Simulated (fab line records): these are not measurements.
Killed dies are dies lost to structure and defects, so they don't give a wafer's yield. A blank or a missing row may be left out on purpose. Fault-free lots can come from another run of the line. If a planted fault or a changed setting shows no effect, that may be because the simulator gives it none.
Comparing a struck lot with a sound one / flow gf180mcu / 23 steps out of a route of 602
Sound: these wafers, L447.2, L447.3, L447.5. Wafers L450.1, L450.3, L450.6 were the ones struck. The cause is named last.
Per side, at each step with rows, come the tool, then ch with its chambers, and then its first start. Under that, the readings that differ: sound wafers / struck wafers / difference of the means / sigmas: that difference in standard deviations of wafers without a fault.
alike: readings whose means differ by less than 2 such deviations, and words and numbers that are the same on both sides. not compared: withheld readings, readings that some wafer has no value for, bounds like >300 that may hide the same value, and numbers for which the record gives no deviation and whose values overlap.
A row with sigmas, a row that says differs or no value, or rows on one side alone: a step with any of these is where the two part. When numbers do not overlap yet have no deviation, they are printed without sigmas and do not part them. A reading missing from all wafers of one side parts the sides only when that side holds two or more wafers.

first, 5 steps without rows for these wafers: GF_NWELL_COAT_02 (resist thk 3000 nm); GF_NWELL_SOFTBAKE_03; GF_NWELL_EXPOSE_04 (exposes mask Nwell, target cd 860 nm); GF_NWELL_PEB_05; GF_NWELL_DEVELOP_06 (develop time 60 s).
GF_NWELL_OVL_MEAS_07:
  sound on overlay-02, day 6 11:59; struck on overlay-02, day 7 05:11
  alike: NWELL_OVL
then, 2 steps without rows for these wafers: GF_NWELL_IMPLANT_08; GF_NWELL_IMPLANT_09.
GF_NWELL_STRIP_10: strips in O2/N2.
  sound on plasma asher-04 ch 0,1, day 6 12:19; struck on plasma asher-04 ch 0,1, day 7 05:31
  alike: chamber pressure mTorr, drypump motor current A, heater power w, oes product au, strip time to endpoint s
  not compared: rf hours counter h
GF_NWELL_TW_MEAS_11:
  sound on film metro-01, day 6 12:26; struck on film metro-03, day 7 05:37
  alike: NWELL_TW
then, 2 steps without rows for these wafers: GF_LVPWELL_DEHYDRATE_00 (time 60 s); GF_LVPWELL_HMDS_01 (prime time 60 s).
GF_LVPWELL_COAT_02: resist thk 3000 nm.
  sound on litho track-02 ch 0, day 6 18:55; struck on litho track-01 ch 0, day 7 12:44
reading=spin speed rpm (rpm); sound=2002.2 2001.4 1999.9; struck=1961.3 1961.3 1962.5; difference=-39.5; sigmas=-28
reading=model.coat_of_LVPWELL_COAT_02.thk nm (nm); sound=3000 2999 3006; struck=3012 3012 3019; difference=+13; sigmas=
  alike: resist line temp C
then, 3 steps without rows for these wafers: GF_LVPWELL_SOFTBAKE_03; GF_LVPWELL_EXPOSE_04 (exposes mask LVPWELL, target cd 600 nm); GF_LVPWELL_PEB_05.
GF_LVPWELL_DEVELOP_06: develop time 60 s.
  sound on litho track-01 ch 0; struck on litho track-03 ch 0
reading=model.coat_of_LVPWELL_COAT_02.thk nm (nm); sound=2999 2998 3005; struck=3011 3011 3018; difference=+13; sigmas=
  alike: resist line temp C
GF_LVPWELL_OVL_MEAS_07:
  sound on overlay-02, day 7 03:14; struck on overlay-01, day 7 21:17
  alike: LVPWELL_OVL
then, 2 steps without rows for these wafers: GF_LVPWELL_IMPLANT_08; GF_LVPWELL_IMPLANT_09.
GF_LVPWELL_STRIP_10: strips in O2/N2.
  sound on plasma asher-04 ch 0,1, day 7 03:34; struck on plasma asher-02 ch 0, day 7 21:37
  alike: chamber pressure mTorr, drypump motor current A, heater power w, oes product au, strip time to endpoint s
  not compared: rf hours counter h
GF_LVPWELL_TW_MEAS_11:
  sound on film metro-04, day 7 03:41; struck on film metro-03, day 7 21:43
  alike: LVPWELL_TW
-- the record jumps here: 26 days lie between the struck wafers' starts before and after (it left off in module LVPWELL and takes up again in module PASSIVATION, whose first step shown is number 602 of the route) --
GF_PASSIVATION_PROBE_99:
  rows exist in the record for the struck wafers here (prober-02, day 33 21:28), but not for the sound ones

WHERE THEY PART
Last at GF_PASSIVATION_PROBE_99 as far as this record goes, first at GF_LVPWELL_COAT_02.

WHY: the cause the simulator had injected
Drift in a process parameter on litho track-01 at GF_LVPWELL_COAT_02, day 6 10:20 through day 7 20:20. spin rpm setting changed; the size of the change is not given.
